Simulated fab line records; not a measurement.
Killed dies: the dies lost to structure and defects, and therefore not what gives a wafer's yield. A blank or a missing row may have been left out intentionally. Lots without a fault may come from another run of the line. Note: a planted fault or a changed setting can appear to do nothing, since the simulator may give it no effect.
Which tool did it?	flow sfq-line	Sampling: 14 lots, 42 wafers, 2 of 325 route steps

## WHAT THE GAUGES READ, wafer by wafer
SFQ_M5_OVL_MEAS_932. Usual: M5_OVL gives 2 nm (standard deviation 4.7).
lot	measured	on	M5_OVL (nm)	flag
L123	day 47 08:02	overlay-01	0 5 -2	
L125	day 48 17:37	overlay-01	6 4 3	
L126	day 49 08:02	overlay-01	5 0 1	
L128	day 49 20:02	overlay-02	5 5 3	
L135	day 53 17:04	overlay-02	-3 -4 -3	
L136	day 54 11:25	overlay-02	1 -6 -3	
L138	day 54 13:58	overlay-02	6 2 1	
L140	day 57 13:59	overlay-02	6 5 9	
L141	day 57 20:02	overlay-01	0 -4 -4	
L142	day 58 17:40	overlay-01	10 3 14	
L143	day 58 18:50	overlay-01	1 9 1	
L144	day 58 22:00	overlay-02	8 5 6	
L145	day 59 11:12	overlay-02	1 3 6	
L146	day 59 13:33	overlay-02	-3 3 -3	

## WHAT TOOL EACH LOT RAN ON (gives the tool, then ch and the chambers of the sampled wafers, and finally the start)
lot	SFQ_TRILAYER_JJ_CE_BARC_OPEN_RIE_150
L123	rie-metal-04 ch 0,1, day 41 13:24
L125	rie-metal-03 ch 0,1, day 42 16:05
L126	rie-metal-02 ch 0, day 43 01:26
L128	rie-metal-02 ch 1, day 43 12:14
L135	rie-metal-03 ch 0,1, day 47 22:28
L136	rie-metal-02 ch 0,1, day 48 14:04
L138	rie-metal-04 ch 0,1, day 49 04:37
L140	rie-metal-03 ch 0,1, day 57 10:16
L141	rie-metal-04 ch 0,1, day 57 16:17
L142	rie-metal-03 ch 0,1, day 58 01:53
L143	rie-metal-03 ch 0,1, day 58 11:02
L144	rie-metal-02 ch 0,1, day 58 18:14
L145	rie-metal-02 ch 1, day 59 07:26
L146	rie-metal-02 ch 0,1, day 59 08:38
- SFQ_TRILAYER_JJ_CE_BARC_OPEN_RIE_150: chemistry O2, target BARC, target depth 240 nm, time 80 s.

## WHAT THE TOOLS THEMSELVES READ (means of the sampled wafers that have a number; where no wafer has one, the mark that the record gives instead)
SFQ_TRILAYER_JJ_CE_BARC_OPEN_RIE_150. Usual: drypump-motor-current-A 5.4 A, standard deviation 0.4; oes-product-au 0.538 a.u., standard deviation 0.0041.
lot	tool	drypump-motor-current-A (A)	oes-product-au (a.u.)	flag
L123	rie-metal-04	6.0	0.536	
L125	rie-metal-03	5.4	0.538	
L126	rie-metal-02	4.7	0.542	
L128	rie-metal-02	5.4	0.535	
L135	rie-metal-03	5.4	0.541	
L136	rie-metal-02	4.9	0.540	
L138	rie-metal-04	5.8	0.539	
L140	rie-metal-03	5.4	0.539	
L141	rie-metal-04	5.8	0.536	
L142	rie-metal-03	5.4	0.539	
L143	rie-metal-03	5.4	0.541	
L144	rie-metal-02	4.9	0.538	
L145	rie-metal-02	5.4	0.541	
L146	rie-metal-02	5.2	0.538	

## THE ANSWER, worked out from the rows above alone
Rule: take the mean of a lot's wafers that have a number; if it is more than 3 standard deviations from the usual mean, the lot is off. Also off: a lot with no number at a reading for which 4 or more lots have one. Any other lot the step has rows for is counted as sound. Order of review: gauges by route order, followed by the tools' own readings, for which a lot's mean as printed above is used. At the first step where some lot is off, the reading lying furthest off is the one used; lots without a number count as furthest.
Across all readings shown, no lot is off: no conclusion can be drawn from this.

## WHAT THE SIMULATOR HAD PUT IN
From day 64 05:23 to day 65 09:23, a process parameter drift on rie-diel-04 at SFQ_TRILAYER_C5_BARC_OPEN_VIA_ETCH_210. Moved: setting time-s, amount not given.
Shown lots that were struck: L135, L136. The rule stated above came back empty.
